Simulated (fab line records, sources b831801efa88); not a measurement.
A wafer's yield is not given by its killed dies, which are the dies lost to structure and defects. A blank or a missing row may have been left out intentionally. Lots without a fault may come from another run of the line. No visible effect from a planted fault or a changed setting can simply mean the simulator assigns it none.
A lot that was struck, set against a sound lot | flow sky130 | 21 out of 708 route steps
Sound: the wafers L847.3, L847.4, L847.6. The struck wafers were L853.1, L853.2, L853.4. The cause is named last.
Order at every step that has rows: each side's tool, ch and its chambers, its first start. Under that, the readings that differ: sound wafers | struck wafers | difference of the means | sigmas: that difference in standard deviations of wafers without a fault.
alike: a reading whose means differ by less than 2 such deviations, as well as words and numbers matching on both sides. not compared: withheld readings; readings where some wafer has no value; bounds like >300 that might hide an equal value; numbers whose values overlap and for which the record gives no deviation.
Wherever a step has rows on one side only, a row that says differs or no value, or a row with sigmas, the two part there. Numbers that don't overlap but have no deviation are shown without sigmas and don't part them. A reading that every wafer of one side lacks parts them only if that side has two wafers or more.

SKY_POLY_GATE_CD_MEAS_22:
  struck on cd sem-01, day 22 10:26; sound on cd sem-02, day 20 10:00
  reading    | sound       | struck      | difference | sigmas
  cd nm (nm) | 156 156 157 | 149 145 146 | -10        | -3
then, 7 steps without rows for these wafers: SKY_LDD_N_DEHYDRATE_00 (time 60 s); SKY_LDD_N_HMDS_01 (prime time 60 s); SKY_LDD_N_COAT_02 (resist thk 300 nm); SKY_LDD_N_SOFTBAKE_03 (time 60 s); SKY_LDD_N_EXPOSE_04 (exposes mask NTM, target cd 840 nm); SKY_LDD_N_PEB_05; SKY_LDD_N_DEVELOP_06 (develop time 60 s).
SKY_LDD_N_OVL_MEAS_07:
  struck on overlay-02, day 23 16:41; sound on overlay-01, day 21 16:21
  alike: LDD_N_OVL
then, 3 steps without rows for these wafers: SKY_LDD_N_IMPLANT_08; SKY_LDD_N_IMPLANT_09; SKY_LDD_N_IMPLANT_10.
SKY_LDD_N_IMPLANT_11:
  sound on implanter-02 ch 0, day 21 16:52; struck on implanter-02 ch 0, day 23 17:11
  reading            | sound                         | struck                       | difference | sigmas
  dose ions cm2      | 7.494e+13 7.495e+13 7.499e+13 | 4.57e+13 4.573e+13 4.578e+13 | -2.92e+13  | -99 or more
  faraday current uA | 428 413 425                   | 249 255 254                  | -169       | -20
then, 4 steps without rows for these wafers: SKY_LDD_N_IMPLANT_12; SKY_LDD_N_IMPLANT_13; SKY_LDD_N_IMPLANT_14; SKY_LDD_N_IMPLANT_15.
SKY_LDD_N_STRIP_16: strips in O2/N2.
  sound on plasma asher-04 ch 0,1, day 21 17:36; struck on plasma asher-01 ch 0,1, day 23 17:56
  reading                      | sound             | struck            | difference | sigmas
  strip time to endpoint s (s) | 4.310 4.309 4.316 | 4.240 4.225 4.249 | -0.074     | -5
  alike: drypump motor current A, o2 flow sccm, oes product au
  not compared: rf hours counter h
SKY_LDD_N_TW_MEAS_17:
  struck on film metro-01, day 23 18:02; sound on film metro-03, day 21 17:41
  reading  | sound          | struck         | difference | sigmas
  LDD_N_TW | 2551 2555 2571 | 2523 2525 2525 | -35        | -2
then, 1 step without rows for these wafers: SKY_LDD_P_DEHYDRATE_00 (time 60 s).
-- the record jumps here: 26 days lie between the struck wafers' starts before and after (it left off in module LDD_P and takes up again in module PAD_OPEN, whose first step shown is number 708 of the route) --
SKY_PAD_OPEN_PROBE_99:
  struck on prober-02, day 49 16:36; sound on prober-02, day 48 04:12
  reading                     | sound           | struck            | difference | sigmas
  killed open                 | 67 57 59        | 51 39 48          | -15        | -2
  model.etest.tip n.rs ohm sq | 442.4 438 436.4 | 478.2 481.9 480.4 | +41.2      |
  alike: killed_at_M0_to_M3, killed_at_M4_up, killed at contacts, killed at front end, killed at other, killed dies, killed short

WHERE THEY PART
At SKY_POLY_GATE_CD_MEAS_22 first; at SKY_PAD_OPEN_PROBE_99 last (within this record only).

WHY: the cause the simulator had injected
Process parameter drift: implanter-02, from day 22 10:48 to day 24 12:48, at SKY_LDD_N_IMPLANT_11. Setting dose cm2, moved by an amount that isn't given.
